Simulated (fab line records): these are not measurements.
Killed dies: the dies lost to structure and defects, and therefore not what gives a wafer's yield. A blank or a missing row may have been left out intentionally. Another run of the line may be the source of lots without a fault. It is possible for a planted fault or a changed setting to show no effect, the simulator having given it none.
A struck lot beside a sound one | flow gf180mcu | 17 steps out of a route of 602
Sound: the wafers L542.2, L542.4, L542.5. Struck: wafer L551.1 (left out: L551.3, a lot-mate that was not struck); the cause follows at the end.
For every step that has rows: the tool of each side, followed by ch and its chambers, followed by its first start. Under that, the readings that differ: sound wafers | struck wafers | difference of the means | sigmas: that difference in standard deviations of wafers without a fault.
alike: a reading whose means differ by less than 2 such deviations, as well as words and numbers matching on both sides. not compared: withheld readings; readings where some wafer has no value; bounds like >300 that might hide an equal value; numbers whose values overlap and for which the record gives no deviation.
A row with sigmas, a row that says differs or no value, or rows on one side alone: a step with any of these is where the two part. When numbers do not overlap yet have no deviation, they are printed without sigmas and do not part them. Lack of a reading on every wafer of one side parts them only where that side has two or more wafers.

first, 3 steps without rows for these wafers: GF_V1_EXPOSE_11 (exposes mask Via1, target cd 260 nm); GF_V1_PEB_12 (peb time 90 s); GF_V1_DEVELOP_13 (develop time 60 s).
GF_V1_CD_MEAS_14: target cd 260 nm.
  struck on cdSem-02, day 23 09:01; sound on cdSem-02, day 19 19:41
  alike: cdNm
GF_V1_OVL_MEAS_15:
  struck on overlay-01, day 23 09:08; sound on overlay-01, day 19 19:47
  alike: V1_OVL
GF_V1_ETCH_16: etches BARC in N2/H2.
  sound on rieDiel-03 ch 1,2,3, day 19 19:49; struck on rieDiel-03 ch 3, day 23 09:10
  alike: drypumpMotorCurrentA, h2FlowSccm, oesProductAu, throttleValvePct
GF_V1_ETCH_17: etches SiO2 in C4F8/O2/Ar, stops on TiN, target depth 630 nm.
  sound: rieDiel-03 ch 1,2,3; struck: rieDiel-03 ch 3
  alike: oesProductAu
GF_V1_STRIP_18: strips in O2/N2.
  sound on plasmaAsher-01 ch 0, day 19 19:57; struck on plasmaAsher-04 ch 1, day 23 09:17
reading          | sound       | struck | difference | sigmas
heaterPowerW (W) | 374 377 383 | 318    | -60        | -2
  alike: drypumpMotorCurrentA, oesProductAu
  not compared: rfHoursCounterH
then, 2 steps without rows for these wafers: GF_V1_STRIP_19 (strips in post etch residue remover, time 1200 s); GF_V1_CLEAN_20 (cleans in DIW).
GF_V1_SPUTTER_21: material Ti, target thk 15 nm, time 80.02 s.
  struck on pvdSputter-02, day 23 09:49; sound on pvdSputter-01, day 19 20:49
  alike: substrateTempC, throttleValvePct
GF_V1_SPUTTER_22: material TiN, target thk 10 nm, time 40 s.
  struck on pvdSputter-02, day 23 09:53; sound on pvdSputter-01, day 19 20:53
  alike: throttleValvePct
GF_V1_CVD_23: deposits W, target thk 350 nm, time 105.05 s.
  sound on cvdW-01 ch 0,1, day 19 20:55; struck on cvdW-02 ch 1, day 23 09:55
reading                         | sound             | struck | difference | sigmas
model.W_of_V1_CVD_23.thkNm (nm) | 346.8 348.9 347.6 | 204.9  | -142.9     | 
  alike: heaterPowerW
  not compared: sinceWetCleanH
GF_V1_RS_MEAS_24: uses a four-point probe to measure.
  struck on filmMetro-03, day 23 10:26; sound on filmMetro-04, day 19 21:04
reading          | sound             | struck | difference | sigmas
V1_W_RS (ohm/sq) | 0.331 0.329 0.330 | 0.563  | +0.233     | +67
  not compared: hold
GF_V1_THK_MEAS_25: measures by xrf.
  struck on filmMetro-03, day 23 14:38; sound on filmMetro-04, day 19 21:10
reading       | sound       | struck | difference | sigmas
V1_W_THK (nm) | 348 352 348 | 207    | -142       | -33
  not compared: hold
GF_V1_CMP_26: polishes, stops on SiO2, t overpolish 15 s, target thk 0 nm.
  sound on cmp-01 ch 1,3, day 19 21:13; struck on cmp-01 ch 3, day 23 16:47
reading             | sound    | struck                  | difference                   | sigmas
hold                | - - -    | awaitDispo/1.9h/release | no value on the sound wafers | 
timeToEndpointS (s) | 83 79 85 | 52                      | -30                          | -8
  alike: motorCurrentA, retainingRingPressureFrac
then, 1 step without rows for these wafers: GF_M2_SPUTTER_00 (material Ti, target thk 37.5 nm, time 150 s).

## WHERE THEY PART
First at GF_V1_STRIP_18; last, within this record, at GF_V1_CMP_26.

WHY: the cause the simulator had injected
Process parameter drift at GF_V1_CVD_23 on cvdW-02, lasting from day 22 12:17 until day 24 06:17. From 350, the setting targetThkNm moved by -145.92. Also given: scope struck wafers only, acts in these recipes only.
